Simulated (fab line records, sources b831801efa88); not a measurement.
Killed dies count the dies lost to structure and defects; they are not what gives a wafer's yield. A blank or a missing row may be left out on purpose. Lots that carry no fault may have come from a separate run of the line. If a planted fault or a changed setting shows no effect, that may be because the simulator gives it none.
fab line records	flow sky130
record lots=5	wafers=15	last-day=49
route steps=708 shown VIA3@585 METAL4@598 CAP2M@603 PAD_OPEN@708
lots that met no fault: from a run of the same line without faults
start-h: hours from the record's first day to the start of the lot's first wafer shown	wait-h: hours since the lot's step before	" repeats the value in the row above	L1.1+2: one row covering several wafers at once	- no value present, or no start provided	* or withheld: withheld	< > ~ a bound
route shown NAME@n: NAME is a module with steps in the file, n the number in the route of the first one	usual: mean/standard deviation of fault-free wafers	same: alike in all rows	chamber/n: place in a boat	sites: each site's reading	_std_site: the standard deviation of these	_edge_site: mean of outer sites minus mean of inner sites	radius-mm: how far each site lies from the wafer's centre	mask NAME#n: copy n	behind: tool/chamber where the wafer was last shaped	hold: cause of the lot's hold/its duration in hours/its outcome	device: names the non-switching transistor (n, p or np)	end of line: the route-end tests of the same wafers	a step given without rows: its recipe and nothing more	killed: the dies lost at the first sort to structure and to defects; this is not the yield of the wafer	map: a wafer's dies, x killed, . not, _ none there
set.NAME: the setting that was run; set.NAME@STEP: the one run at that earlier step	model.NAME: the simulator's own value behind a step, which no gauge read
certain route steps with their lots: each step a table, each wafer a row
services: when a tool's chamber went out of use (start-h, in hours from the record's first day, below 0 if earlier), for how many hours, and the reason
## steps
# step SKY_VIA3_CD_MEAS_12
# recipe target-cd-nm=200
# usual cd-nm=199.6/1.3
lot.wafer	tool	chamber	start-h	wait-h	cd-nm
L445.2	cd-sem-01	-	934.29	-	198.9
L445.4	"	-	"	"	201.2
L445.5	"	-	"	"	200.7
L449.1	cd-sem-01	-	978.51	-	199.6
L449.4	"	-	"	"	200.9
L449.6	"	-	"	"	201.9
L455.3	cd-sem-02	-	1001.39	-	201.4
L455.4	"	-	"	"	201.3
L455.6	"	-	"	"	200.9
L459.1	cd-sem-01	-	1030.00	-	199.2
L459.4	"	-	"	"	196.9
L459.6	"	-	"	"	197.7
L462.3	cd-sem-01	-	1039.40	-	198.8
L462.5	"	-	"	"	199.3
L462.6	"	-	"	"	199.9
# step SKY_VIA3_OVL_MEAS_13
# usual VIA3_OVL=-5/5.8
lot.wafer	tool	chamber	start-h	wait-h	VIA3_OVL[nm]
L445.2	overlay-02	-	934.40	0.1	-2
L445.4	"	-	"	"	4
L445.5	"	-	"	"	-6
L449.1	overlay-02	-	978.63	0.1	-3
L449.4	"	-	"	"	-1
L449.6	"	-	"	"	5
L455.3	overlay-02	-	1001.48	0.1	12
L455.4	"	-	"	"	4
L455.6	"	-	"	"	-2
L459.1	overlay-01	-	1030.12	0.1	-14
L459.4	"	-	"	"	-11
L459.6	"	-	"	"	-12
L462.3	overlay-01	-	1039.49	0.1	-1
L462.5	"	-	"	"	2
L462.6	"	-	"	"	-4
# step SKY_VIA3_ETCH_14
# recipe chemistry=N2/H2	target=BARC	ion-energy-ev=200	source-w=500	bias-w=100	pressure-mtorr=30	n2-flow-sccm=100	h2-flow-sccm=200	stop-on=SiO2	time-s=45.9	target-depth-a=600
# step SKY_VIA3_ETCH_15
# recipe target=SiO2	chemistry=C4F8/O2/Ar	target-depth-nm=507	stop-on=TiN	mask-material=KrF-thick	source-w=1500	bias-w=1200	pressure-mtorr=40	c4f8-flow-sccm=withheld	O2_flow_sccm=6	Ar_flow_sccm=300	time-s=78
# usual oes-product-au=0.947/0.0045
lot.wafer	tool	chamber	start-h	wait-h	oes-product-au	rf-hours-counter-h
L445.2	rie-diel-04	3	934.47	0.0	0.937	21
L445.4	"	2	"	"	0.958	5
L445.5	"	3	"	"	0.951	-
L449.1	rie-diel-03	3	978.71	0.0	0.945	18
L449.4	"	3	"	"	0.945	-
L449.6	"	1	"	"	0.951	-
L455.3	rie-diel-03	3	1001.55	0.0	0.946	19
L455.4	"	2	"	"	0.949	17
L455.6	"	0	"	"	0.946	-
L459.1	rie-diel-03	3	1030.20	0.0	0.942	20
L459.4	"	1	"	"	0.955	7
L459.6	"	1	"	"	0.943	-
L462.3	rie-diel-04	0	1039.56	0.0	0.950	12
L462.5	"	3	"	"	0.945	-
L462.6	"	0	"	"	0.944	-
# step SKY_VIA3_STRIP_16
# recipe chemistry=O2/N2	power-w=1400	pressure-mtorr=1500	platen-temp-c=withheld	o2-flow-sccm=3000	n2-flow-sccm=300	overash-fraction=0.5
# step SKY_VIA3_STRIP_17
# recipe chemistry=post-etch-residue-remover	time-s=1200	temp-c=72.5
# step SKY_VIA3_CLEAN_18
# recipe chemistry=IPA	time-s=180	temp-c=25
# step SKY_VIA3_CLEAN_19
# recipe chemistry=O3/DIW	dry=n2-spin
# step SKY_VIA3_SPUTTER_20
# recipe material=TiN	target-thk-nm=20	chamber-pressure-pa=5	power-w=4000	time-s=80
# step SKY_VIA3_CVD_21
# recipe material=W	target-thk-nm=390	time-s=117.31	temp-c=400	pressure-torr=40
# step SKY_VIA3_RS_MEAS_22
# recipe thk-meas-gauge=four-point-probe	reads=W_of_VIA3_CVD_21+TiN_of_VIA3_SPUTTER_20
# usual VIA3_W_RS=0.2937/0.0023
lot.wafer	tool	chamber	start-h	wait-h	VIA3_W_RS[ohm/sq]
L445.2	film-metro-03	-	935.33	0.1	0.2943
L445.4	"	-	"	"	0.2934
L445.5	"	-	"	"	0.2949
L449.1	film-metro-03	-	979.62	0.1	0.2956
L449.4	"	-	"	"	0.2948
L449.6	"	-	"	"	0.2940
L455.3	film-metro-02	-	1002.46	0.1	0.2972
L455.4	"	-	"	"	0.2979
L455.6	"	-	"	"	0.2910
L459.1	film-metro-01	-	1031.21	0.1	0.2893
L459.4	"	-	"	"	0.2961
L459.6	"	-	"	"	0.2931
L462.3	film-metro-01	-	1040.47	0.1	0.2979
L462.5	"	-	"	"	0.2965
L462.6	"	-	"	"	0.2944
# step SKY_VIA3_THK_MEAS_23
# recipe thk-meas-gauge=xrf	reads=W_of_VIA3_CVD_21
# usual VIA3_W_THK=383/6.7
lot.wafer	tool	chamber	start-h	wait-h	VIA3_W_THK[nm]
L445.2	film-metro-03	-	935.44	0.1	379
L445.4	"	-	"	"	379
L445.5	"	-	"	"	379
L449.1	film-metro-03	-	979.74	0.1	373
L449.4	"	-	"	"	373
L449.6	"	-	"	"	374
L455.3	film-metro-02	-	1002.56	0.1	379
L455.4	"	-	"	"	378
L455.6	"	-	"	"	388
L459.1	film-metro-01	-	1031.33	0.1	391
L459.4	"	-	"	"	381
L459.6	"	-	"	"	389
L462.3	film-metro-01	-	1040.57	0.1	390
L462.5	"	-	"	"	393
L462.6	"	-	"	"	394
# step SKY_VIA3_CMP_24
# recipe stop-on=SiO2	t-overpolish-s=20	down-force-psi=3.5	platen-rpm=61.2	target-thk-nm=0	pad-velocity-m-s=0.94248
# usual motor-current-A=10.9/0.76	overpolish-run-s=20.001/0.009	time-to-endpoint-s=93.3/2.8
lot.wafer	tool	chamber	start-h	wait-h	motor-current-A	overpolish-run-s	time-to-endpoint-s
L445.4	cmp-01	2	935.49	0.0	10.6	19.979	87.2
L445.2	"	1	"	"	9.9	19.988	90.3
L445.5	"	2	"	"	10.1	19.996	84.3
L449.1	cmp-02	1	979.85	0.1	12.4	20.001	90.4
L449.4	"	2	"	"	10.4	20.007	90.0
L449.6	"	0	"	"	10.5	19.986	89.3
L455.4	cmp-01	1	1002.60	0.0	10.0	20.008	99.4
L455.3	"	2	"	"	10.2	19.997	92.4
L455.6	"	2	"	"	10.4	19.998	95.6
L459.4	cmp-02	1	1031.39	0.0	11.9	20.008	91.8
L459.1	"	0	"	"	10.1	20.000	95.3
L459.6	"	2	"	"	10.3	20.005	94.9
L462.3	cmp-01	0	1040.66	0.1	11.8	19.995	95.2
L462.6	"	3	"	"	11.0	20.001	100.2
L462.5	"	0	"	"	10.8	20.007	97.5
# step SKY_METAL4_SPUTTER_00
# recipe material=Ti	target-thk-nm=15	power-w=3000	time-s=10	chamber-pressure-pa=0.4
# usual chamber-pressure-pa=0.3999/0.00077	throttle-valve-pct=29.9/1.1
lot.wafer	tool	chamber	start-h	wait-h	chamber-pressure-pa	throttle-valve-pct
L445.2	pvd-sputter-03	-	935.79	0.1	0.4008	31.0
L445.4	"	-	"	"	0.3986	30.0
L445.5	"	-	"	"	0.4004	30.0
L449.1	pvd-sputter-01	-	980.10	0.2	0.4003	28.6
L449.4	"	-	"	"	0.3995	30.7
L449.6	"	-	"	"	0.3995	31.1
L455.3	pvd-sputter-03	-	1002.90	0.2	0.4001	29.8
L455.4	"	-	"	"	0.3987	31.0
L455.6	"	-	"	"	0.3998	30.2
L459.1	pvd-sputter-03	-	1031.69	0.1	0.4000	31.1
L459.4	"	-	"	"	0.4001	29.6
L459.6	"	-	"	"	0.4011	29.3
L462.3	pvd-sputter-02	-	1040.91	0.2	0.3989	31.9
L462.5	"	-	"	"	0.4002	31.5
L462.6	"	-	"	"	0.4012	28.4
# step SKY_METAL4_SPUTTER_01
# recipe material=TiN	target-thk-nm=20	power-w=6500	time-s=16.7	chamber-pressure-pa=0.4
# usual chamber-pressure-pa=0.4002/0.00079	throttle-valve-pct=29.9/1.1
lot.wafer	tool	chamber	start-h	wait-h	chamber-pressure-pa	throttle-valve-pct
L445.2	pvd-sputter-03	-	935.81	0.0	0.4009	31.1
L445.4	"	-	"	"	0.3999	29.5
L445.5	"	-	"	"	0.3990	30.2
L449.1	pvd-sputter-01	-	980.12	0.0	0.4010	28.7
L449.4	"	-	"	"	0.3998	30.7
L449.6	"	-	"	"	0.4002	31.1
L455.3	pvd-sputter-03	-	1002.92	0.0	0.4008	30.1
L455.4	"	-	"	"	0.4022	31.1
L455.6	"	-	"	"	0.4012	30.2
L459.1	pvd-sputter-03	-	1031.71	0.0	0.4001	30.7
L459.4	"	-	"	"	0.4007	29.6
L459.6	"	-	"	"	0.4009	29.6
L462.3	pvd-sputter-02	-	1040.94	0.0	0.4020	31.8
L462.5	"	-	"	"	0.4002	31.7
L462.6	"	-	"	"	0.3999	28.5
# step SKY_METAL4_SPUTTER_02
# recipe material=AlCu	target-thk-nm=735	power-w=10600	time-s=39.1	chamber-pressure-pa=0.4
# usual chamber-pressure-pa=0.3999/0.00088	throttle-valve-pct=29.9/1.1
lot.wafer	tool	chamber	start-h	wait-h	chamber-pressure-pa	throttle-valve-pct
L445.2	pvd-sputter-03	-	935.84	0.0	0.3993	31.0
L445.4	"	-	"	"	0.3998	29.6
L445.5	"	-	"	"	0.4000	30.3
L449.1	pvd-sputter-01	-	980.14	0.0	0.4014	28.6
L449.4	"	-	"	"	0.3987	30.8
L449.6	"	-	"	"	0.4003	31.0
L455.3	pvd-sputter-03	-	1002.95	0.0	0.4003	29.9
L455.4	"	-	"	"	0.3999	30.9
L455.6	"	-	"	"	0.4010	30.0
L459.1	pvd-sputter-03	-	1031.74	0.0	0.4006	30.8
L459.4	"	-	"	"	0.4001	29.5
L459.6	"	-	"	"	0.3988	29.2
L462.3	pvd-sputter-02	-	1040.96	0.0	0.3996	31.8
L462.5	"	-	"	"	0.4018	32.0
L462.6	"	-	"	"	0.4019	28.6
# step SKY_METAL4_SPUTTER_03
# recipe material=Ti	target-thk-nm=5	power-w=3000	time-s=3.3	chamber-pressure-pa=0.4
# usual chamber-pressure-pa=0.4000/0.00077	throttle-valve-pct=29.9/1
lot.wafer	tool	chamber	start-h	wait-h	chamber-pressure-pa	throttle-valve-pct
L445.2	pvd-sputter-03	-	935.88	0.0	0.3997	31.1
L445.4	"	-	"	"	0.4004	29.5
L445.5	"	-	"	"	0.3997	30.1
L449.1	pvd-sputter-01	-	980.18	0.0	0.4002	28.3
L449.4	"	-	"	"	0.3999	30.8
L449.6	"	-	"	"	0.4002	31.0
L455.3	pvd-sputter-03	-	1002.98	0.0	0.3997	29.8
L455.4	"	-	"	"	0.3992	31.0
L455.6	"	-	"	"	0.3995	30.3
L459.1	pvd-sputter-03	-	1031.78	0.0	0.3998	30.9
L459.4	"	-	"	"	0.3988	29.6
L459.6	"	-	"	"	0.3985	29.5
L462.3	pvd-sputter-02	-	1041.00	0.0	0.4002	31.7
L462.5	"	-	"	"	0.4009	31.5
L462.6	"	-	"	"	0.4010	28.4
# step SKY_METAL4_SPUTTER_04
# recipe material=TiN	target-thk-nm=70	power-w=6500	time-s=58.3	chamber-pressure-pa=0.4
# step SKY_CAP2M_CVD_00
# recipe material=SiO2	target-thk-nm=15.5	temp-c=400	time-s=withheld	rf-w=450
# step SKY_CAP2M_THK_MEAS_01
# recipe reads=SiO2_of_CAP2M_CVD_00
# usual CAP2M_CVD_00_THK=15.43/0.22
lot.wafer	tool	chamber	start-h	wait-h	CAP2M_CVD_00_THK[nm]
L445.2	film-metro-02	-	935.98	-	15.34
L445.4	"	-	"	"	15.75
L445.5	"	-	"	"	15.45
L449.1	film-metro-02	-	980.27	-	15.38
L449.4	"	-	"	"	15.57
L449.6	"	-	"	"	15.78
L455.3	film-metro-01	-	1003.09	-	15.02
L455.4	"	-	"	"	15.29
L455.6	"	-	"	"	15.25
L459.1	film-metro-01	-	1031.87	-	15.71
L459.4	"	-	"	"	15.94
L459.6	"	-	"	"	15.97
L462.3	film-metro-02	-	1041.12	-	15.43
L462.5	"	-	"	"	15.79
L462.6	"	-	"	"	15.18
# step SKY_CAP2M_SPUTTER_02
# recipe material=TiN	target-thk-nm=200	temp-c=300	power-w=6500	time-s=166.7	chamber-pressure-pa=0.4
# step SKY_CAP2M_RS_MEAS_03
# recipe thk-meas-gauge=four-point-probe	reads=TiN_of_CAP2M_SPUTTER_02
# usual CAP2M_TIN_RS=6.93/0.066
lot.wafer	tool	chamber	start-h	wait-h	CAP2M_TIN_RS[ohm/sq]
L445.2	film-metro-04	-	936.16	0.1	6.98
L445.4	"	-	"	"	6.93
L445.5	"	-	"	"	6.87
L449.1	film-metro-01	-	980.44	0.1	7.02
L449.4	"	-	"	"	6.92
L449.6	"	-	"	"	6.98
L455.3	film-metro-02	-	1003.28	0.1	6.98
L455.4	"	-	"	"	6.97
L455.6	"	-	"	"	6.99
L459.1	film-metro-02	-	1032.04	0.1	7.01
L459.4	"	-	"	"	7.07
L459.6	"	-	"	"	7.03
L462.3	film-metro-01	-	1041.31	0.1	7.04
L462.5	"	-	"	"	7.05
L462.6	"	-	"	"	7.09
# step SKY_CAP2M_THK_MEAS_04
# recipe thk-meas-gauge=xrf	reads=TiN_of_CAP2M_SPUTTER_02
# usual CAP2M_TIN_THK=200.8/1.8
lot.wafer	tool	chamber	start-h	wait-h	CAP2M_TIN_THK[nm]
L445.2	film-metro-04	-	936.27	0.1	200.0
L445.4	"	-	"	"	202.2
L445.5	"	-	"	"	202.2
L449.1	film-metro-01	-	980.56	0.1	198.1
L449.4	"	-	"	"	200.5
L449.6	"	-	"	"	199.3
L455.3	film-metro-02	-	1003.38	0.1	200.0
L455.4	"	-	"	"	199.9
L455.6	"	-	"	"	199.8
L459.1	film-metro-02	-	1032.16	0.1	198.4
L459.4	"	-	"	"	196.6
L459.6	"	-	"	"	198.1
L462.3	film-metro-01	-	1041.41	0.1	196.4
L462.5	"	-	"	"	196.0
L462.6	"	-	"	"	194.9
# step SKY_CAP2M_DEHYDRATE_05
# recipe temp-c=200	time-s=60
# step SKY_CAP2M_HMDS_06
# recipe prime-time-s=60	prime-temp-c=120
# step SKY_CAP2M_COAT_07
# recipe resist=NOVOLAK	spin-rpm=3000	resist-thk-nm=1140
# step SKY_CAP2M_SOFTBAKE_08
# recipe temp-c=90	time-s=60	resist=NOVOLAK
# step SKY_CAP2M_EXPOSE_09
# recipe mask-id=CAP2M	na=0.6	source-shape=conventional	sigma-outer=0.6	polarization=unpolarized	target-cd-nm=1000	dose-mj=159
# step SKY_CAP2M_PEB_10
# recipe temp-c=withheld	time-s=*	resist=NOVOLAK
# step SKY_CAP2M_DEVELOP_11
# recipe resist=NOVOLAK	developer=TMAH	develop-time-s=60	dev-temp-c=23
# step SKY_CAP2M_OVL_MEAS_12
# usual CAP2M_OVL=0.1/1.5
lot.wafer	tool	chamber	start-h	wait-h	CAP2M_OVL[nm]
L445.2	overlay-02	-	960.68	0.1	-2.9
L445.4	"	-	"	"	-3.1
L445.5	"	-	"	"	-2.7
L449.1	overlay-01	-	1004.02	0.1	2.5
L449.4	"	-	"	"	2.6
L449.6	"	-	"	"	2.5
L455.3	overlay-02	-	1025.49	0.1	-1.0
L455.4	"	-	"	"	-1.3
L455.6	"	-	"	"	-0.5
L459.1	overlay-02	-	1053.72	0.1	2.7
L459.4	"	-	"	"	0.6
L459.6	"	-	"	"	-0.8
L462.3	overlay-02	-	1062.30	0.1	-0.4
L462.5	"	-	"	"	-0.4
L462.6	"	-	"	"	-0.9
# step SKY_CAP2M_METAL_ETCH_13
# recipe target-depth-nm=220	stop-on=SiO2	chemistry=Cl2/BCl3	target=TiN	pressure-mtorr=10	icp-w=900	bias-w=50.1	Cl2_flow_sccm=60	bcl3-flow-sccm=30	time-s=62.9
# step SKY_CAP2M_STRIP_14
# recipe chemistry=O2/N2	power-w=1400	pressure-mtorr=1500	platen-temp-c=withheld	o2-flow-sccm=3000	n2-flow-sccm=300	overash-fraction=0.5
# step SKY_CAP2M_STRIP_15
# recipe chemistry=post-etch-residue-remover	time-s=1200	temp-c=72.5
# step SKY_CAP2M_CLEAN_16
# recipe chemistry=IPA	time-s=180	temp-c=25
# step SKY_CAP2M_CLEAN_17
# recipe chemistry=O3/DIW	dry=n2-spin
# step SKY_METAL4_DEHYDRATE_05
# recipe temp-c=200	time-s=60
# step SKY_METAL4_HMDS_06
# recipe prime-time-s=60	prime-temp-c=120
# step SKY_METAL4_COAT_07
# recipe resist=BARC	temp-c=withheld	time-s=withheld	spin-rpm=3000	resist-thk-nm=60
# step SKY_METAL4_COAT_08
# recipe resist=KrF-thick	spin-rpm=3000	resist-thk-nm=1140
# step SKY_METAL4_SOFTBAKE_09
# recipe temp-c=100	time-s=90	resist=KrF-thick
# step SKY_METAL4_EXPOSE_10
# recipe mask-id=MM4	na=0.68	source-shape=annular	sigma-inner=0.4	sigma-outer=0.8	target-cd-nm=300	dose-mj=28
# step SKY_PAD_OPEN_PROBE_99
# usual defect-limited-yield=82.4/2.2	killed_at_M0_to_M3=44/6.8	killed_at_M4_up=3.1/1.9	killed-at-contacts=25/5.9	killed-at-front-end=15/4.3	killed-at-other=0.2/0.51	killed-dies=87/11	killed-on-rim=17/3.6	killed-open=47/7.9	killed-short=39/6.4	sort_bin_3_pad_short=0.9/0.44	sort_bin_5_function=10.3/1.5	sort_bin_6_memory=6.4/1.4	sort-n-pass=405/11	sort-yield-pct=82.4/2.2
# same gross-dies=492	killed-at-back-side=0	sort_bin_4_leakage[%]=0	sort_bin_8_speed[%]=0
lot.wafer	tool	chamber	start-h	wait-h	defect-limited-yield[%]	killed_at_M0_to_M3	killed_at_M4_up	killed-at-contacts	killed-at-front-end	killed-at-other	killed-dies	killed-on-rim	killed-open	killed-short	sort_bin_3_pad_short[%]	sort_bin_5_function[%]	sort_bin_6_memory[%]	sort-n-pass	sort-yield-pct[%]	model.etest.tester.sort-n-pass	model.etest.tester.sort-yield-pct	model.etest.tester.sort_bin_5_pct	model.etest.tester.sort_bin_6_pct	model.etest.tester.sort_bin_3_pct
L445.2	prober-02	-	1081.38	0.1	82.5	45	2	23	16	0	86	16	49	37	0.4	11.2	5.9	406	82.5	406	82.52	11.18	5.894	0.4065
L445.4	prober-02	-	1081.48	0.2	80.5	50	3	23	20	0	96	21	57	39	1.0	12.2	6.3	396	80.5	396	80.49	12.2	6.301	1.016
L445.5	prober-02	-	1081.53	0.2	80.1	49	0	26	23	0	98	19	55	43	1.0	10.8	8.1	394	80.1	394	80.08	10.77	8.13	1.016
L449.1	prober-01	-	1117.60	0.1	79.9	49	3	31	16	0	99	19	51	48	1.2	13.6	5.3	393	79.9	393	79.88	13.62	5.285	1.22
L449.4	prober-01	-	1117.75	0.2	83.9	44	1	17	17	0	79	20	44	35	0.8	10.2	5.1	413	83.9	413	83.94	10.16	5.081	0.813
L449.6	prober-01	-	1117.85	0.2	80.1	48	8	27	15	0	98	18	50	48	0.8	12.0	7.1	394	80.1	394	80.08	11.99	7.114	0.813
L455.3	prober-01	-	1134.63	0.2	80.1	47	1	31	19	0	98	21	50	48	0.8	10.6	8.5	394	80.1	394	80.08	10.57	8.537	0.813
L455.4	prober-01	-	1134.68	0.2	82.5	48	2	24	12	0	86	13	44	42	0.6	10.8	6.1	406	82.5	406	82.52	10.77	6.098	0.6098
L455.6	prober-01	-	1134.78	0.2	84.8	35	4	24	12	0	75	16	41	34	0.2	9.1	5.9	417	84.8	417	84.76	9.146	5.894	0.2033
L459.1	prober-01	-	1160.94	0.1	83.3	43	2	27	10	0	82	14	44	38	1.2	9.3	6.1	410	83.3	410	83.33	9.35	6.098	1.22
L459.4	prober-01	-	1161.09	0.2	83.3	43	4	19	15	1	82	16	46	36	1.0	10.6	5.1	410	83.3	410	83.33	10.57	5.081	1.016
L459.6	prober-01	-	1161.19	0.2	50.2	213	2	20	10	0	245	58	40	30	3.9	33.1	12.8	247	50.2	247	50.2	33.13	12.8	3.862
L462.3	prober-02	-	1166.18	0.2	81.3	50	4	26	11	1	92	16	47	45	1.2	8.9	8.5	400	81.3	400	81.3	8.943	8.537	1.22
L462.5	prober-02	-	1166.28	0.2	78.5	47	3	30	26	0	106	22	52	54	1.2	13.6	6.7	386	78.5	386	78.46	13.62	6.707	1.22
L462.6	prober-02	-	1166.33	0.2	80.7	48	3	21	23	0	95	13	51	44	1.2	9.3	8.7	397	80.7	397	80.69	9.35	8.74	1.22
# killed by level:class
L445.2 VIA1:geometric-particle:open=12 CONTACT:geometric-particle:open=9 LI_CONTACT:geometric-particle:open=7 METAL2:geometric-particle:short=7 VIA2:geometric-particle:open=6 FIELD_ISO:geometric-particle:short=5 FIELD_ISO:geometric-particle:open=5 METAL3:geometric-particle:short=5
L445.4 VIA1:geometric-particle:open=12 VIA2:geometric-particle:open=11 CONTACT:geometric-particle:open=8 FIELD_ISO:geometric-particle:open=5 CONTACT:geometric-particle:short=5 VIA3:geometric-particle:open=5 POLY_GATE:geometric-particle:short=4 LI_CONTACT:geometric-particle:open=4
L445.5 VIA1:geometric-particle:open=18 LI_CONTACT:geometric-particle:open=11 METAL1:geometric-particle:short=8 POLY_GATE:geometric-particle:short=6 VIA2:geometric-particle:open=5 CONTACT:geometric-particle:short=5 METAL2:geometric-particle:short=5 FIELD_ISO:geometric-particle:open=4
L449.1 METAL2:geometric-particle:short=12 CONTACT:geometric-particle:open=10 POLY_GATE:geometric-particle:open=8 VIA2:geometric-particle:open=7 LOCAL_INTERCONNECT:geometric-particle:short=6 CONTACT:geometric-particle:short=6 LI_CONTACT:geometric-particle:open=5 VIA1:geometric-particle:open=5
L449.4 VIA3:geometric-particle:open=11 VIA1:geometric-particle:open=8 VIA2:geometric-particle:open=8 CONTACT:geometric-particle:open=5 FIELD_ISO:geometric-particle:short=4 POLY_CUT:geometric-particle:short=4 LI_CONTACT:geometric-particle:open=4 METAL1:geometric-particle:short=4
L449.6 VIA2:geometric-particle:open=13 CONTACT:geometric-particle:open=10 VIA1:geometric-particle:open=9 METAL4:geometric-particle:short=8 LI_CONTACT:geometric-particle:open=6 CONTACT:geometric-particle:short=6 VIA3:geometric-particle:open=6 VIA1:geometric-particle:short=5
L455.3 CONTACT:geometric-particle:open=15 VIA1:geometric-particle:open=12 VIA3:geometric-particle:short=7 FIELD_ISO:geometric-particle:short=6 VIA1:geometric-particle:short=6 METAL1:geometric-particle:short=6 POLY_GATE:geometric-particle:open=5 LOCAL_INTERCONNECT:geometric-particle:open=5
L455.4 CONTACT:geometric-particle:open=11 VIA1:geometric-particle:open=11 METAL2:geometric-particle:short=10 VIA1:geometric-particle:short=7 VIA3:geometric-particle:open=6 LOCAL_INTERCONNECT:geometric-particle:short=5 LI_CONTACT:geometric-particle:open=4 METAL1:geometric-particle:short=4
L455.6 VIA1:geometric-particle:open=9 CONTACT:geometric-particle:open=7 METAL1:geometric-particle:short=6 VIA3:geometric-particle:open=6 LI_CONTACT:geometric-particle:open=5 FIELD_ISO:geometric-particle:short=4 LOCAL_INTERCONNECT:geometric-particle:short=4 CONTACT:geometric-particle:short=4
L459.1 VIA1:geometric-particle:open=13 CONTACT:geometric-particle:open=8 LOCAL_INTERCONNECT:geometric-particle:short=6 CONTACT:geometric-particle:short=6 METAL2:geometric-particle:short=6 VIA1:geometric-particle:short=5 FIELD_ISO:geometric-particle:open=4 LI_CONTACT:geometric-particle:open=4
L459.4 VIA3:geometric-particle:open=10 VIA1:geometric-particle:open=9 CONTACT:geometric-particle:open=7 VIA1:geometric-particle:short=7 METAL2:geometric-particle:short=6 FIELD_ISO:geometric-particle:open=5 METAL1:geometric-particle:short=4 METAL4:geometric-particle:short=4
L459.6 VIA3:unspecified=175 LI_CONTACT:geometric-particle:open=8 VIA1:geometric-particle:open=7 VIA3:geometric-particle:open=5 METAL2:geometric-particle:short=4 VIA1:geometric-particle:short=4 VIA2:geometric-particle:open=4 VIA3:geometric-particle:short=4
L462.3 VIA3:geometric-particle:open=11 VIA1:geometric-particle:open=10 LOCAL_INTERCONNECT:geometric-particle:short=9 METAL2:geometric-particle:short=6 CONTACT:geometric-particle:open=6 CONTACT:geometric-particle:short=6 POLY_GATE:geometric-particle:open=4 LI_CONTACT:geometric-particle:open=4
L462.5 CONTACT:geometric-particle:open=12 VIA2:geometric-particle:open=8 VIA1:geometric-particle:open=8 POLY_GATE:geometric-particle:short=8 LI_CONTACT:geometric-particle:open=7 FIELD_ISO:geometric-particle:short=6 POLY_GATE:geometric-particle:open=5 LOCAL_INTERCONNECT:geometric-particle:short=5
L462.6 VIA1:geometric-particle:open=13 POLY_GATE:geometric-particle:short=7 CONTACT:geometric-particle:open=6 VIA1:geometric-particle:short=6 VIA3:geometric-particle:open=6 FIELD_ISO:geometric-particle:open=5 FIELD_ISO:geometric-particle:short=5 METAL1:geometric-particle:short=5
# map L459.6 (x killed, . not)
__________xx.xx.xxx._________
________.x.xx.xxx..x.x_______
______xx.x.x..x..xxx.xxx_____
_____xx.....xx..xx.x...xx____
____xx.xxx..xxxxx.x....xxx___
___x...xxx..xxx...xx......x__
__...xxx.xxxxxxx......xxx..x_
_xx..x.x.xx...xx..xx.x.x.x.xx
_xxxx..x...x.xx..xx.xxxx...xx
_x....x..xxxx....x.....xx..xx
_x...x.xx.x.xxxxx..x...x.....
_......xx.xxx..xx....xx...xx.
_xx.x.xx.x.xx.x.x.xx....x...x
_.xx.....x.x..xxx.x..x.x.x.x.
_.x..xx...x...x.x.x..xxx..x..
__.xxxx.x.x.x....xx.x..x...x_
___x.xx..x....xx.x.xx.x..x.__
____...xx....xx.x.xx.xxxxx___
_____x...xx..x.x.xx.xxx..____
______.xxxxxx.x..xx.x.x._____
________xxxxx...x.x..._______
__________.xx.xxxxx._________
# map L449.1 (x killed, . not)
__________.........._________
________...x......x..x_______
______....x...x.......xx_____
_____........x.x.......x.____
____.....x..xx....x....x.x___
___......xx...x..........x.__
__..x..x..........xxx......x_
_........xx...............x.x
_......x.x........xx....x....
_....x.....x......x....x..x..
_...x.x....x.................
_..xx..x..x..x..x.x..x.......
_..x.........x......x.x......
_x.x.x..x....x........x......
_..x.............x..x...x.xx.
__............x.x.x...x.x..._
___..x.x..xx.............x.__
____.......x.xx......x...x___
_____......xx...x.x..x..x____
______.x...x.......x...._____
________..xx.x..x..xx._______
__________....x...x._________
## services
tool	chamber	start-h	hours	kind
cmp-01	-	915.35	4.0	pm
pvd-sputter-02	-	916.83	3.3	repair
cmp-01	-	919.35	-	consumable-replace:conditioner
cmp-01	-	919.35	-	consumable-replace:pad
cmp-02	-	928.24	1.6	repair
rie-diel-04	0	972.13	7.2	repair
rie-diel-03	0	976.30	5.2	repair
pvd-sputter-01	-	980.41	4.4	repair
pvd-sputter-03	1	982.83	-	consumable-replace:kit
pvd-sputter-03	1	982.83	18.0	scheduled-down
pvd-sputter-03	1	982.83	18.0	vent-cycle
pvd-sputter-01	2	987.02	-	consumable-replace:kit
pvd-sputter-01	2	987.02	18.0	scheduled-down
pvd-sputter-01	2	987.02	18.0	vent-cycle
pvd-sputter-02	-	987.22	1.5	repair
cmp-02	-	1002.14	4.5	pm
pvd-sputter-02	2	1004.26	-	consumable-replace:kit
pvd-sputter-02	2	1004.26	18.0	scheduled-down
pvd-sputter-02	2	1004.26	18.0	vent-cycle
pvd-sputter-02	-	1006.35	1.9	repair
cmp-01	-	1011.51	0.2	repair
rie-diel-04	3	1011.96	5.6	repair
rie-diel-04	-	1036.67	2.8	pm
rie-diel-03	-	1037.78	0.3	repair
## key
first-sign step=SKY_PAD_OPEN_PROBE_99	reading=killed_at_M0_to_M3	direction=up	sigmas=25	usual=44	struck=213
effect step=SKY_PAD_OPEN_PROBE_99	reading=sort_bin_5_function	direction=up	sigmas=15	usual=10.3	struck=33.1
model-effect step=SKY_PAD_OPEN_PROBE_99	value=etest.tester.sort-n-pass	without=404	struck=247
met-at SKY_VIA3_CMP_24
struck-wafers L459.6
onset-between 979.85 1031.39
fault kind=chamber-particle-source	tool=cmp-02	chamber=2	onset-h=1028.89	steps=SKY_VIA3_CMP_24	rate-per-visit-cm2=1.0227	end-h=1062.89
